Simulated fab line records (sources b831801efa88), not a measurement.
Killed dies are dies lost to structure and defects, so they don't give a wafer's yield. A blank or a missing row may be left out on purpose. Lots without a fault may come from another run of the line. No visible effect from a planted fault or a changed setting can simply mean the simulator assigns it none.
The same fault as seen by 2 desks :: flow sky130 :: each desk holds nothing but its own numbers, with what lay behind them at the end

TOOL OWNER'S DESK, pvdSputter-02
The tool's own readings at SKY_METAL3_SPUTTER_02 (material AlCu, target thk 735 nm, time 39.1 s): means of the sampled wafers that have a number, for each lot that ran on this tool. The brackets show how far a lot's mean lies from the usual mean; more than 4 standard deviations puts the lot out of limits, marked OUT.
Columns: A = throttleValvePct at SKY_METAL3_SPUTTER_02, usual 29.2 %
lot: L274
first seen here: day 36 17:31
A: 28.7

lot: L281
first seen here: day 38 20:11
A: 29.1

lot: L284
first seen here: day 39 21:34
A: 28.4

lot: L289
first seen here: day 41 09:43
A: 29.8
This desk's verdict: no lot among the 4 shows anything out of limits.

THE METROLOGY DESK
What the gauges read for every lot (on any tool): the sampled wafers with a number, averaged. The brackets show how far a lot's mean lies from the usual mean; more than 4 standard deviations puts the lot out of limits, marked OUT.
Columns: A = CAPM_OVL at SKY_CAPM_OVL_MEAS_12, usual 1.2 nm
lot: L273
first seen here: day 37 02:47
A: 1.4

lot: L274
first seen here: day 37 18:59
A: 2.1

lot: L275
first seen here: day 38 09:44
A: 1.9

lot: L276
first seen here: day 38 14:53
A: 0.3

lot: L278
first seen here: day 39 00:35
A: 2.2

lot: L279
first seen here: day 39 06:23
A: 3.1

lot: L280
first seen here: day 39 13:53
A: 0.3

lot: L281
first seen here: day 39 21:29
A: 0.2

lot: L282
first seen here: day 40 05:14
A: 3.8

lot: L284
first seen here: day 40 21:35
A: 0.6

lot: L288
first seen here: day 42 05:56
A: 2.1

lot: L289
first seen here: day 42 09:13
A: 1.0

lot: L291
first seen here: day 42 23:59
A: 1.1
This desk's verdict: no lot among the 13 shows anything out of limits.

BROUGHT TOGETHER
The tool owner's desk saw nothing out of limits.
Nothing out of limits was seen by the metrology desk.

WHAT THE SIMULATOR HAD PUT IN
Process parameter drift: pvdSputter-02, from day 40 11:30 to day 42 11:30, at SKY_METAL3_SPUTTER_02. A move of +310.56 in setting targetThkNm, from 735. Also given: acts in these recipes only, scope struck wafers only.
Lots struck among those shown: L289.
